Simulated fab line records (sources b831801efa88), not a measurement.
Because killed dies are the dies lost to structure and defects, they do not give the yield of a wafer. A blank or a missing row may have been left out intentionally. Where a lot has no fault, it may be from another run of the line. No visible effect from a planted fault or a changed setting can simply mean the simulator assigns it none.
fab line records -- flow gf180mcu -- part 1 of 2: steps 1 to 29 of 30
[record] lots = 7, wafers = 21, last-day = 34
route steps=602 shown PSD@252 NSD@262 SAB@264 SALICIDE@278 PASSIVATION@602
lots that met no fault: from a run of the same line without faults
start-h: the number of hours between the record's first day and the start of the first shown wafer of the lot -- wait-h: time in hours since the lot's previous step -- " repeats the value in the row above -- L1.1+2: one row covering several wafers at once -- - value missing, or start not given -- * or withheld: withheld -- < > ~ a bound
route shown NAME@n: a module of which the file shows steps, and the number in the route of the first -- usual: average and standard deviation across the fault-free wafers -- same: alike in all rows -- chamber/n: place in a boat -- sites: the reading at each site -- _std_site: standard deviation of those values -- _edge_site: inner sites' mean taken away from outer sites' mean -- radius-mm: for every site, how far away it sits from the centre of the wafer -- mask NAME#n: copy n -- behind: tool/chamber where the wafer was last shaped -- hold: cause of the lot's hold/its duration in hours/its outcome -- device: the n, p or np transistor that did not switch -- end of line: tests run on the same wafers once the route is complete -- step lacking rows: just its recipe -- killed: at the first sort, the dies lost to defects and structure; wafer yield is something else -- map: dies across one wafer; x = killed, . = not, _ = none there
set.NAME: setting as actually run; set.NAME@STEP: the setting as run at that earlier step -- model.NAME: the simulator's own value behind a step, which no gauge read
certain route steps with their lots: each step a table, each wafer a row
services: a tool's chamber out of use, with start hour (start-h, from the record's first day; less than 0 if before it), hours out, and reason
[[steps]]
[step GF_PSD_EXPOSE_04]
[recipe] mask-id = Pplus, target-cd-nm = 400, na = 0.6, source-shape = conventional, sigma-outer = 0.6, dose-mj = 140
[step GF_PSD_PEB_05]
[recipe] temp-c = withheld, time-s = *, resist = NOVOLAK
[step GF_PSD_DEVELOP_06]
[recipe] develop-time-s = 60, dev-temp-c = 23
[step GF_PSD_CD_MEAS_07]
[recipe] target-cd-nm = 400
[usual] cd-nm = 400.1/2.5
lot.wafer,tool,chamber,start-h,wait-h,cd-nm
L113.2,cd-sem-02,-,340.48,0.1,398.9
L113.3,cd-sem-02,-,340.48,0.1,398.7
L113.6,cd-sem-02,-,340.48,0.1,397.6
L115.2,cd-sem-01,-,360.84,0.1,402.6
L115.4,cd-sem-01,-,360.84,0.1,402.7
L115.5,cd-sem-01,-,360.84,0.1,401.7
L118.1,cd-sem-01,-,373.46,0.1,400.8
L118.2,cd-sem-01,-,373.46,0.1,402.2
L118.4,cd-sem-01,-,373.46,0.1,401.2
L117.1,cd-sem-01,-,375.41,0.1,394.1
L117.2,cd-sem-01,-,375.41,0.1,397.4
L117.5,cd-sem-01,-,375.41,0.1,397.1
L119.1,cd-sem-01,-,392.56,0.1,394.8
L119.2,cd-sem-01,-,392.56,0.1,393.9
L119.6,cd-sem-01,-,392.56,0.1,393.9
L121.3,cd-sem-01,-,406.21,0.1,403.6
L121.5,cd-sem-01,-,406.21,0.1,404.5
L121.6,cd-sem-01,-,406.21,0.1,403.4
L132.3,cd-sem-02,-,501.05,0.1,400.1
L132.5,cd-sem-02,-,501.05,0.1,399.3
L132.6,cd-sem-02,-,501.05,0.1,399.9
[step GF_PSD_OVL_MEAS_08]
[usual] PSD_OVL = -0.7/1.3
lot.wafer,tool,chamber,start-h,wait-h,PSD_OVL[nm]
L113.2,overlay-02,-,340.59,0.1,-2.4
L113.3,overlay-02,-,340.59,0.1,-3.3
L113.6,overlay-02,-,340.59,0.1,-2.0
L115.2,overlay-01,-,360.94,0.1,0.0
L115.4,overlay-01,-,360.94,0.1,-1.3
L115.5,overlay-01,-,360.94,0.1,-0.8
L118.1,overlay-01,-,373.58,0.1,-1.8
L118.2,overlay-01,-,373.58,0.1,-0.9
L118.4,overlay-01,-,373.58,0.1,-0.8
L117.1,overlay-01,-,375.53,0.1,-0.3
L117.2,overlay-01,-,375.53,0.1,-0.9
L117.5,overlay-01,-,375.53,0.1,-0.4
L119.1,overlay-02,-,392.68,0.1,1.1
L119.2,overlay-02,-,392.68,0.1,1.0
L119.6,overlay-02,-,392.68,0.1,0.6
L121.3,overlay-01,-,406.30,0.1,0.5
L121.5,overlay-01,-,406.30,0.1,-0.8
L121.6,overlay-01,-,406.30,0.1,0.0
L132.3,overlay-01,-,501.14,0.1,-1.2
L132.5,overlay-01,-,501.14,0.1,0.8
L132.6,overlay-01,-,501.14,0.1,-1.4
[step GF_PSD_IMPLANT_09]
[recipe] species = BF2, energy-kev = 40, dose-cm2 = 1.5e+15, tilt-deg = 7
[step GF_PSD_STRIP_10]
[recipe] chemistry = O2/N2, power-w = 1400, pressure-mtorr = 1500, platen-temp-c = 250, o2-flow-sccm = 3000, n2-flow-sccm = 300, overash-fraction = 0.5
[usual] drypump-motor-current-A = 5.6/0.34, heater-power-w = 347/34, n2-flow-sccm = 299.8/0.98, oes-product-au = 0.592/0.0042, strip-time-to-endpoint-s = 16.53/0.034
lot.wafer,tool,chamber,start-h,wait-h,drypump-motor-current-A,heater-power-w,n2-flow-sccm,oes-product-au,rf-hours-counter-h,strip-time-to-endpoint-s
L113.2,plasma-asher-02,1,340.77,0.1,6.0,336,302.0,0.595,53,16.55
L113.3,plasma-asher-02,1,340.77,0.1,6.0,333,300.5,0.591,-,16.58
L113.6,plasma-asher-02,1,340.77,0.1,6.0,330,300.8,0.590,-,16.57
L115.2,plasma-asher-04,0,361.12,0.1,5.4,309,300.1,0.594,70,16.54
L115.4,plasma-asher-04,0,361.12,0.1,5.4,315,300.3,0.591,-,16.53
L115.5,plasma-asher-04,1,361.12,0.1,6.1,363,298.3,0.592,-,16.56
L118.1,plasma-asher-01,0,373.77,0.1,5.6,343,298.6,0.590,78,16.53
L118.2,plasma-asher-01,1,373.77,0.1,5.6,393,301.3,0.592,78,16.51
L118.4,plasma-asher-01,1,373.77,0.1,5.6,392,300.8,0.595,-,16.49
L117.1,plasma-asher-02,0,375.72,0.1,4.9,299,300.3,0.596,57,16.48
L117.2,plasma-asher-02,1,375.72,0.1,6.0,329,299.0,0.604,57,16.51
L117.5,plasma-asher-02,0,375.72,0.1,4.9,307,299.6,0.584,-,16.49
L119.1,plasma-asher-02,1,392.87,0.1,6.0,326,299.8,0.595,59,16.53
L119.2,plasma-asher-02,0,392.87,0.1,4.9,298,299.5,0.598,59,16.55
L119.6,plasma-asher-02,1,392.87,0.1,6.0,318,300.4,0.593,-,16.54
L121.3,plasma-asher-01,0,406.51,0.1,5.6,333,299.5,0.587,-,16.53
L121.5,plasma-asher-01,0,406.51,0.1,5.6,341,300.8,0.589,-,16.50
L121.6,plasma-asher-01,1,406.51,0.1,5.6,397,299.7,0.594,-,16.56
L132.3,plasma-asher-01,1,501.35,0.1,5.6,399,299.3,0.593,-,16.50
L132.5,plasma-asher-01,1,501.35,0.1,5.6,389,299.8,0.595,-,16.54
L132.6,plasma-asher-01,0,501.35,0.1,5.6,323,299.1,0.590,-,16.52
[step GF_PSD_TW_MEAS_11]
[usual] PSD_TW = 3157/44
lot.wafer,tool,chamber,start-h,wait-h,PSD_TW
L113.2,film-metro-04,-,340.88,0.1,3103
L113.3,film-metro-04,-,340.88,0.1,3133
L113.6,film-metro-04,-,340.88,0.1,3114
L115.2,film-metro-03,-,361.23,0.1,3133
L115.4,film-metro-03,-,361.23,0.1,3156
L115.5,film-metro-03,-,361.23,0.1,3139
L118.1,film-metro-03,-,373.87,0.1,3131
L118.2,film-metro-03,-,373.87,0.1,3127
L118.4,film-metro-03,-,373.87,0.1,3137
L117.1,film-metro-02,-,375.82,0.1,3204
L117.2,film-metro-02,-,375.82,0.1,3210
L117.5,film-metro-02,-,375.82,0.1,3206
L119.1,film-metro-02,-,392.97,0.1,3220
L119.2,film-metro-02,-,392.97,0.1,3238
L119.6,film-metro-02,-,392.97,0.1,3207
L121.3,film-metro-03,-,406.60,0.1,3165
L121.5,film-metro-03,-,406.60,0.1,3161
L121.6,film-metro-03,-,406.60,0.1,3157
L132.3,film-metro-03,-,501.44,0.1,3153
L132.5,film-metro-03,-,501.44,0.1,3147
L132.6,film-metro-03,-,501.44,0.1,3120
[step GF_PSD_CLEAN_12]
[recipe] chemistry = SC1/SC2, mix = 1:4:20, temp-c = 70, time-s = 150, dry = n2-spin
[step GF_PSD_RTA_13]
[recipe] temp-c = 1025, time-s = 20, ambient = N2
[usual] lamp-power-pct = 31.7/0.84, wafer_temp_C_max = 1030.6/1.8
lot.wafer,tool,chamber,start-h,wait-h,lamp-power-pct,wafer_temp_C_max
L113.2,rtp-anneal-02,0,340.99,0.0,31.1,1030.3
L113.3,rtp-anneal-02,0,340.99,0.0,31.1,1032.0
L113.6,rtp-anneal-02,0,340.99,0.0,31.0,1030.3
L115.2,rtp-anneal-01,0,361.34,0.0,32.8,1028.4
L115.4,rtp-anneal-01,0,361.34,0.0,32.8,1028.1
L115.5,rtp-anneal-01,0,361.34,0.0,32.8,1028.3
L118.1,rtp-anneal-01,0,373.99,0.0,32.8,1029.0
L118.2,rtp-anneal-01,0,373.99,0.0,32.8,1027.8
L118.4,rtp-anneal-01,0,373.99,0.0,32.8,1029.4
L117.1,rtp-anneal-02,0,375.93,0.0,31.1,1031.3
L117.2,rtp-anneal-02,0,375.93,0.0,31.1,1031.4
L117.5,rtp-anneal-02,0,375.93,0.0,31.1,1031.8
L119.1,rtp-anneal-02,0,393.09,0.0,31.1,1031.3
L119.2,rtp-anneal-02,0,393.09,0.0,31.1,1034.0
L119.6,rtp-anneal-02,0,393.09,0.0,31.1,1030.4
L121.3,rtp-anneal-02,0,406.72,0.0,31.1,1030.7
L121.5,rtp-anneal-02,0,406.72,0.0,31.1,1031.0
L121.6,rtp-anneal-02,0,406.72,0.0,31.1,1030.6
L132.3,rtp-anneal-02,0,501.70,0.0,31.1,1030.5
L132.5,rtp-anneal-02,0,501.70,0.0,31.1,1035.3
L132.6,rtp-anneal-02,0,501.70,0.0,31.0,1031.6
[step GF_PSD_RS_MEAS_14]
[recipe] thk-meas-gauge = four-point-probe
[usual] NSD_RS = 46.12/0.08
lot.wafer,tool,chamber,start-h,wait-h,NSD_RS[ohm/sq]
L113.2,film-metro-02,-,341.08,0.1,46.07
L113.3,film-metro-02,-,341.08,0.1,46.09
L113.6,film-metro-02,-,341.08,0.1,46.02
L115.2,film-metro-02,-,361.43,0.1,46.23
L115.4,film-metro-02,-,361.43,0.1,46.15
L115.5,film-metro-02,-,361.43,0.1,46.17
L118.1,film-metro-02,-,374.07,0.1,46.09
L118.2,film-metro-02,-,374.07,0.1,46.09
L118.4,film-metro-02,-,374.07,0.1,46.07
L117.1,film-metro-02,-,376.01,0.1,46.04
L117.2,film-metro-02,-,376.01,0.1,46.09
L117.5,film-metro-02,-,376.01,0.1,46.18
L119.1,film-metro-03,-,393.17,0.1,46.14
L119.2,film-metro-03,-,393.17,0.1,46.06
L119.6,film-metro-03,-,393.17,0.1,46.14
L121.3,film-metro-02,-,406.82,0.1,46.08
L121.5,film-metro-02,-,406.82,0.1,46.13
L121.6,film-metro-02,-,406.82,0.1,46.01
L132.3,film-metro-03,-,501.80,0.1,45.98
L132.5,film-metro-03,-,501.80,0.1,46.09
L132.6,film-metro-03,-,501.80,0.1,46.17
[step GF_PSD_RS_MEAS_15]
[recipe] thk-meas-gauge = four-point-probe
[usual] PSD_RS = 108.52/0.25
lot.wafer,tool,chamber,start-h,wait-h,PSD_RS[ohm/sq]
L113.2,film-metro-02,-,341.20,0.1,108.45
L113.3,film-metro-02,-,341.20,0.1,108.01
L113.6,film-metro-02,-,341.20,0.1,108.14
L115.2,film-metro-02,-,361.55,0.1,108.73
L115.4,film-metro-02,-,361.55,0.1,108.48
L115.5,film-metro-02,-,361.55,0.1,108.56
L118.1,film-metro-02,-,374.19,0.1,108.96
L118.2,film-metro-02,-,374.19,0.1,108.78
L118.4,film-metro-02,-,374.19,0.1,108.69
L117.1,film-metro-02,-,376.13,0.1,108.34
L117.2,film-metro-02,-,376.13,0.1,108.54
L117.5,film-metro-02,-,376.13,0.1,108.15
L119.1,film-metro-03,-,393.29,0.1,108.65
L119.2,film-metro-03,-,393.29,0.1,108.48
L119.6,film-metro-03,-,393.29,0.1,108.55
L121.3,film-metro-02,-,406.94,0.1,108.22
L121.5,film-metro-02,-,406.94,0.1,108.64
L121.6,film-metro-02,-,406.94,0.1,108.16
L132.3,film-metro-03,-,501.92,0.1,108.14
L132.5,film-metro-03,-,501.92,0.1,108.27
L132.6,film-metro-03,-,501.92,0.1,108.58
[step GF_SAB_CVD_00]
[recipe] material = SiO2, target-thk-nm = 50, precursor = TEOS, temp-c = 400, time-s = 4.9302, rf-w = 600
[usual] heater-power-w = 669/69
lot.wafer,tool,chamber,start-h,wait-h,heater-power-w
L113.2,pecvd-01,1,341.30,0.1,700
L113.3,pecvd-01,0,341.30,0.1,683
L113.6,pecvd-01,0,341.30,0.1,695
L115.2,pecvd-01,1,361.65,0.1,624
L115.4,pecvd-01,2,361.65,0.1,727
L115.5,pecvd-01,0,361.65,0.1,680
L118.1,pecvd-03,2,374.31,0.1,667
L118.2,pecvd-03,1,374.31,0.1,626
L118.4,pecvd-03,0,374.31,0.1,718
L118.1,pecvd-03,2,374.50,0.2,659
L118.2,pecvd-03,1,374.50,0.2,619
L118.4,pecvd-03,0,374.50,0.2,746
L117.1,pecvd-01,0,376.25,0.1,667
L117.2,pecvd-01,2,376.25,0.1,686
L117.5,pecvd-01,2,376.25,0.1,692
L117.1,pecvd-01,0,376.44,0.2,667
L117.2,pecvd-01,2,376.44,0.2,700
L117.5,pecvd-01,2,376.44,0.2,706
L119.1,pecvd-02,1,393.41,0.1,759
L119.2,pecvd-02,0,393.41,0.1,686
L119.6,pecvd-02,0,393.41,0.1,721
L121.3,pecvd-02,1,407.02,0.1,807
L121.5,pecvd-02,1,407.02,0.1,785
L121.6,pecvd-02,2,407.02,0.1,582
L121.3,pecvd-02,1,407.20,0.2,800
L121.5,pecvd-02,1,407.20,0.2,787
L121.6,pecvd-02,2,407.20,0.2,578
L132.3,pecvd-02,0,502.00,0.1,680
L132.5,pecvd-02,2,502.00,0.1,518
L132.6,pecvd-02,0,502.00,0.1,688
[step GF_SAB_THK_MEAS_01]
[recipe] reads = SiO2_of_SAB_CVD_00
[usual] SAB_CVD_00_THK = 50.2/0.75
lot.wafer,tool,chamber,start-h,wait-h,SAB_CVD_00_THK[nm]
L113.2,film-metro-04,-,341.33,0.0,49.5
L113.3,film-metro-04,-,341.33,0.0,49.6
L113.6,film-metro-04,-,341.33,0.0,51.3
L115.2,film-metro-03,-,361.68,0.0,49.8
L115.4,film-metro-03,-,361.68,0.0,50.7
L115.5,film-metro-03,-,361.68,0.0,51.1
L118.1,film-metro-03,-,374.52,0.0,99.5
L118.2,film-metro-03,-,374.52,0.0,97.9
L118.4,film-metro-03,-,374.52,0.0,99.6
L117.1,film-metro-01,-,376.46,0.0,102.3
L117.2,film-metro-01,-,376.46,0.0,101.7
L117.5,film-metro-01,-,376.46,0.0,103.5
L119.1,film-metro-01,-,393.43,0.0,49.9
L119.2,film-metro-01,-,393.43,0.0,49.4
L119.6,film-metro-01,-,393.43,0.0,50.7
L121.3,film-metro-03,-,407.24,0.0,100.5
L121.5,film-metro-03,-,407.24,0.0,102.0
L121.6,film-metro-03,-,407.24,0.0,99.4
L132.3,film-metro-04,-,502.04,0.0,49.8
L132.5,film-metro-04,-,502.04,0.0,49.8
L132.6,film-metro-04,-,502.04,0.0,50.6
[step GF_SAB_DEHYDRATE_02]
[recipe] temp-c = 200, time-s = 60
[step GF_SAB_HMDS_03]
[recipe] prime-time-s = 60, prime-temp-c = 120
[step GF_SAB_COAT_04]
[recipe] resist = NOVOLAK, spin-rpm = 3000, resist-thk-nm = 1000
[step GF_SAB_SOFTBAKE_05]
[recipe] temp-c = 90, time-s = 60, resist = NOVOLAK
[step GF_SAB_EXPOSE_06]
[recipe] mask-id = SAB, target-cd-nm = 420, na = 0.6, source-shape = conventional, sigma-outer = 0.6, dose-mj = 140
[step GF_SAB_PEB_07]
[recipe] temp-c = withheld, time-s = *, resist = NOVOLAK
[step GF_SAB_DEVELOP_08]
[recipe] develop-time-s = 60, dev-temp-c = 23
[step GF_SAB_CD_MEAS_09]
[recipe] target-cd-nm = 420
[usual] cd-nm = 419.9/1.9
lot.wafer,tool,chamber,start-h,wait-h,cd-nm
L113.2,cd-sem-01,-,361.58,0.1,418.8
L113.3,cd-sem-01,-,361.58,0.1,416.8
L113.6,cd-sem-01,-,361.58,0.1,416.7
L115.2,cd-sem-02,-,383.63,0.1,421.3
L115.4,cd-sem-02,-,383.63,0.1,420.0
L115.5,cd-sem-02,-,383.63,0.1,421.6
L118.1,cd-sem-01,-,397.31,0.1,418.0
L118.2,cd-sem-01,-,397.31,0.1,417.6
L118.4,cd-sem-01,-,397.31,0.1,419.3
L117.1,cd-sem-02,-,399.06,0.1,421.0
L117.2,cd-sem-02,-,399.06,0.1,418.9
L117.5,cd-sem-02,-,399.06,0.1,420.0
L119.1,cd-sem-01,-,416.36,0.1,421.2
L119.2,cd-sem-01,-,416.36,0.1,419.1
L119.6,cd-sem-01,-,416.36,0.1,419.7
L121.3,cd-sem-02,-,430.77,0.1,422.5
L121.5,cd-sem-02,-,430.77,0.1,420.0
L121.6,cd-sem-02,-,430.77,0.1,419.5
L132.3,cd-sem-01,-,524.32,0.1,415.0
L132.5,cd-sem-01,-,524.32,0.1,417.5
L132.6,cd-sem-01,-,524.32,0.1,417.5
[step GF_SAB_OVL_MEAS_10]
[usual] SAB_OVL = 0.7/1.7
lot.wafer,tool,chamber,start-h,wait-h,SAB_OVL[nm]
L113.2,overlay-02,-,361.69,0.1,-1.0
L113.3,overlay-02,-,361.69,0.1,-2.3
L113.6,overlay-02,-,361.69,0.1,-3.3
L115.2,overlay-01,-,383.74,0.1,0.6
L115.4,overlay-01,-,383.74,0.1,0.5
L115.5,overlay-01,-,383.74,0.1,-0.8
L118.1,overlay-01,-,397.43,0.1,0.9
L118.2,overlay-01,-,397.43,0.1,-0.3
L118.4,overlay-01,-,397.43,0.1,-0.9
L117.1,overlay-01,-,399.18,0.1,0.4
L117.2,overlay-01,-,399.18,0.1,0.4
L117.5,overlay-01,-,399.18,0.1,0.0
L119.1,overlay-01,-,416.48,0.1,0.0
L119.2,overlay-01,-,416.48,0.1,1.5
L119.6,overlay-01,-,416.48,0.1,1.4
L121.3,overlay-01,-,430.86,0.1,5.4
L121.5,overlay-01,-,430.86,0.1,4.2
L121.6,overlay-01,-,430.86,0.1,5.3
L132.3,overlay-02,-,524.41,0.1,0.6
L132.5,overlay-02,-,524.41,0.1,0.1
L132.6,overlay-02,-,524.41,0.1,1.2
[step GF_SAB_ETCH_11]
[recipe] chemistry = C4F8/O2/Ar, mask-material = NOVOLAK, target = SiO2, target-depth-nm = 55, source-w = 1500, bias-w = 1200, pressure-mtorr = 40, c4f8-flow-sccm = withheld, O2_flow_sccm = 6, Ar_flow_sccm = 300, time-s = 8.5
[usual] oes-product-au = 0.998/0.015
lot.wafer,tool,chamber,start-h,wait-h,oes-product-au,rf-hours-counter-h
L113.2,rie-diel-01,0,361.72,0.0,1.001,5
L113.3,rie-diel-01,1,361.72,0.0,0.984,48
L113.6,rie-diel-01,2,361.72,0.0,0.993,-
L115.2,rie-diel-01,1,383.77,0.0,0.994,48
L115.4,rie-diel-01,2,383.77,0.0,0.982,55
L115.5,rie-diel-01,0,383.77,0.0,1.001,-
L118.1,rie-diel-01,3,397.47,0.0,1.026,9
L118.2,rie-diel-01,1,397.47,0.0,0.995,49
L118.4,rie-diel-01,2,397.47,0.0,0.992,-
L117.1,rie-diel-01,3,399.22,0.0,1.014,9
L117.2,rie-diel-01,2,399.22,0.0,0.989,55
L117.5,rie-diel-01,1,399.22,0.0,1.000,-
L119.1,rie-diel-04,0,416.52,0.0,1.014,82
L119.2,rie-diel-04,2,416.52,0.0,0.966,19
L119.6,rie-diel-04,0,416.52,0.0,1.013,-
L121.3,rie-diel-01,3,430.88,0.0,1.000,10
L121.5,rie-diel-01,3,430.88,0.0,1.002,-
L121.6,rie-diel-01,0,430.88,0.0,1.000,-
L132.3,rie-diel-02,0,524.43,0.0,0.978,7
L132.5,rie-diel-02,0,524.43,0.0,0.995,-
L132.6,rie-diel-02,1,524.43,0.0,1.018,-
[step GF_SAB_WET_ETCH_12]
[recipe] chemistry = dHF, target-depth-nm = 22, dry = n2-spin, target = SiO2, temp-c = 25, dilution = 100:1, time-s = 440
[step GF_SAB_STRIP_13]
[recipe] chemistry = O2/N2, power-w = 1400, pressure-mtorr = 1500, platen-temp-c = 250, o2-flow-sccm = 3000, n2-flow-sccm = 300, overash-fraction = 0.5
[usual] drypump-motor-current-A = 5.7/0.5, heater-power-w = 327/29, n2-flow-sccm = 299.9/0.95, oes-product-au = 0.709/0.0043, strip-time-to-endpoint-s = 12.62/0.041
lot.wafer,tool,chamber,start-h,wait-h,drypump-motor-current-A,heater-power-w,n2-flow-sccm,oes-product-au,rf-hours-counter-h,strip-time-to-endpoint-s
L113.2,plasma-asher-04,1,361.87,0.0,6.1,363,300.5,0.714,70,12.60
L113.3,plasma-asher-04,0,361.87,0.0,5.4,316,297.3,0.710,-,12.63
L113.6,plasma-asher-04,1,361.87,0.0,6.1,366,300.1,0.709,-,12.58
L115.2,plasma-asher-04,1,383.92,0.0,6.1,367,300.7,0.709,72,12.64
L115.4,plasma-asher-04,0,383.92,0.0,5.4,309,299.8,0.701,-,12.63
L115.5,plasma-asher-04,1,383.92,0.0,6.1,376,300.4,0.717,-,12.62
L118.1,plasma-asher-02,0,397.62,0.0,4.9,296,300.2,0.709,59,12.67
L118.2,plasma-asher-02,1,397.62,0.0,6.0,325,299.6,0.702,59,12.64
L118.4,plasma-asher-02,1,397.62,0.0,6.0,330,300.0,0.705,-,12.65
L117.1,plasma-asher-04,1,399.37,0.0,6.1,367,300.4,0.706,74,12.67
L117.2,plasma-asher-04,0,399.37,0.0,5.4,313,299.0,0.712,74,12.71
L117.5,plasma-asher-04,1,399.37,0.0,6.1,371,300.1,0.711,-,12.65
L119.1,plasma-asher-02,0,416.67,0.0,4.9,304,299.3,0.703,61,12.67
L119.2,plasma-asher-02,1,416.67,0.0,6.0,330,299.9,0.707,61,12.70
L119.6,plasma-asher-02,0,416.67,0.0,4.9,300,299.0,0.712,-,12.74
L121.3,plasma-asher-02,1,431.08,0.0,6.0,322,300.5,0.706,-,12.69
L121.5,plasma-asher-02,0,431.08,0.0,4.9,310,300.5,0.710,-,12.65
L121.6,plasma-asher-02,1,431.08,0.0,6.0,329,301.4,0.708,-,12.68
L132.3,plasma-asher-04,1,525.01,0.0,6.1,367,299.9,0.704,-,12.61
L132.5,plasma-asher-04,0,525.01,0.0,5.3,311,300.2,0.710,-,12.67
L132.6,plasma-asher-04,1,525.01,0.0,6.1,371,299.9,0.713,-,12.61
[step GF_SALICIDE_CLEAN_00]
[recipe] chemistry = SC1/SC2, mix = 1:4:20, temp-c = 70, time-s = 150
lot.wafer,tool,chamber,start-h,wait-h,model.SiO2_of_SAB_CVD_00.thk-nm
L113.2,wet-bench-01,1,361.97,0.1,48.86
L113.3,wet-bench-01,1,361.97,0.1,48.99
L113.6,wet-bench-01,1,361.97,0.1,50.64
L115.2,wet-bench-02,0,384.02,0.1,49.12
L115.4,wet-bench-02,0,384.02,0.1,50
L115.5,wet-bench-02,0,384.02,0.1,50.44
L118.1,wet-bench-01,0,397.72,0.1,98.88
L118.2,wet-bench-01,0,397.72,0.1,97.21
L118.4,wet-bench-01,0,397.72,0.1,98.93
L117.1,wet-bench-02,2,399.47,0.1,101.6
L117.2,wet-bench-02,2,399.47,0.1,101
L117.5,wet-bench-02,2,399.47,0.1,102.7
L119.1,wet-bench-02,3,416.77,0.1,49.21
L119.2,wet-bench-02,3,416.77,0.1,48.75
L119.6,wet-bench-02,3,416.77,0.1,50.1
L121.3,wet-bench-02,0,431.15,0.0,99.76
L121.5,wet-bench-02,0,431.15,0.0,101.3
L121.6,wet-bench-02,0,431.15,0.0,98.78
L132.3,wet-bench-02,1,525.08,0.0,49.16
L132.5,wet-bench-02,1,525.08,0.0,49.13
L132.6,wet-bench-02,1,525.08,0.0,49.89
[step GF_SALICIDE_WET_ETCH_01]
[recipe] chemistry = dHF, target-depth-nm = 5, dry = ipa-marangoni, target = SiO2, temp-c = 25, dilution = 100:1, time-s = 100
lot.wafer,tool,chamber,start-h,wait-h,model.SiO2_of_SAB_CVD_00.thk-nm
L113.2,wet-bench-02,3,362.02,0.0,38.75
L113.3,wet-bench-02,3,362.02,0.0,38.89
L113.6,wet-bench-02,3,362.02,0.0,40.49
L115.2,wet-bench-01,1,384.07,0.0,39.13
L115.4,wet-bench-01,1,384.07,0.0,40.07
L115.5,wet-bench-01,1,384.07,0.0,40.43
L118.1,wet-bench-03,3,397.78,0.0,88.79
L118.2,wet-bench-03,3,397.78,0.0,87.13
L118.4,wet-bench-03,3,397.78,0.0,88.88
L117.1,wet-bench-01,2,399.56,0.0,91.51
L117.2,wet-bench-01,2,399.56,0.0,91.04
L117.5,wet-bench-01,2,399.56,0.0,92.69
L119.1,wet-bench-03,1,416.82,0.0,39.03
L119.2,wet-bench-03,1,416.82,0.0,38.56
L119.6,wet-bench-03,1,416.82,0.0,39.91
L121.3,wet-bench-02,1,431.20,0.0,89.75
L121.5,wet-bench-02,1,431.20,0.0,91.27
L121.6,wet-bench-02,1,431.20,0.0,88.79
L132.3+5,wet-bench-01,3,525.13,0.0,39.09
L132.6,wet-bench-01,3,525.13,0.0,39.81
[step GF_SALICIDE_SPUTTER_02]
[recipe] material = Co, target-thk-nm = 10, power-w = 1000, time-s = 20, chamber-pressure-pa = 0.4
[usual] throttle-valve-pct = 30.4/0.96
lot.wafer,tool,chamber,start-h,wait-h,throttle-valve-pct
L113.2,pvd-sputter-02,-,362.06,0.0,31.9
L113.3,pvd-sputter-02,-,362.06,0.0,29.9
L113.6,pvd-sputter-02,-,362.06,0.0,29.9
L115.2,pvd-sputter-02,-,384.11,0.0,30.1
L115.4,pvd-sputter-02,-,384.11,0.0,29.9
L115.5,pvd-sputter-02,-,384.11,0.0,29.2
L118.1,pvd-sputter-01,-,397.81,0.0,30.8
L118.2,pvd-sputter-01,-,397.81,0.0,31.2
L118.4,pvd-sputter-01,-,397.81,0.0,28.8
L117.1,pvd-sputter-02,-,399.60,0.0,31.9
L117.2,pvd-sputter-02,-,399.60,0.0,29.3
L117.5,pvd-sputter-02,-,399.60,0.0,30.0
L119.1,pvd-sputter-02,-,416.86,0.0,29.7
L119.2,pvd-sputter-02,-,416.86,0.0,32.2
L119.6,pvd-sputter-02,-,416.86,0.0,32.0
L121.3,pvd-sputter-02,-,431.23,0.0,29.9
L121.5,pvd-sputter-02,-,431.23,0.0,29.8
L121.6,pvd-sputter-02,-,431.23,0.0,28.9
L132.3,pvd-sputter-01,-,525.16,0.0,30.4
L132.5,pvd-sputter-01,-,525.16,0.0,30.8
L132.6,pvd-sputter-01,-,525.16,0.0,30.2
[[key]]
[first-sign] step = GF_SAB_CVD_00, reading = visit, direction = added
[effect] step = GF_SAB_THK_MEAS_01, reading = SAB_CVD_00_THK, direction = up, sigmas = 68, usual = 50.2, struck = 100.7
[model-effect] step = GF_SALICIDE_CLEAN_00, value = SiO2_of_SAB_CVD_00.thk-nm, without = 49.69, struck = 100
[model-effect] step = GF_SALICIDE_WET_ETCH_01, value = SiO2_of_SAB_CVD_00.thk-nm, without = 39.65, struck = 89.98
[model-effect] step = GF_PASSIVATION_PROBE_99, value = etest.pplus_sal_6v.rs-ohm-sq, without = 7.062, struck = 197.4
met-at GF_SAB_CVD_00
struck-wafers L117.1,L117.2,L117.5,L118.1,L118.2,L118.4,L121.3,L121.5,L121.6
tester-left-out L117,L118,L121
[fault] kind = repeated-step-whole, tool = pecvd-01,pecvd-02,pecvd-03, chamber = -, onset-h = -, steps = GF_SAB_CVD_00, times = 1, scope = struck-lots-only
// tester-left-out: of these lots the tester's yield and bins aren't shown, on N5 and GAA mostly nor the transistor test; their killed dies are dies lost to structure and defects alone, not to doping, threshold or leakage, so they don't give the yield
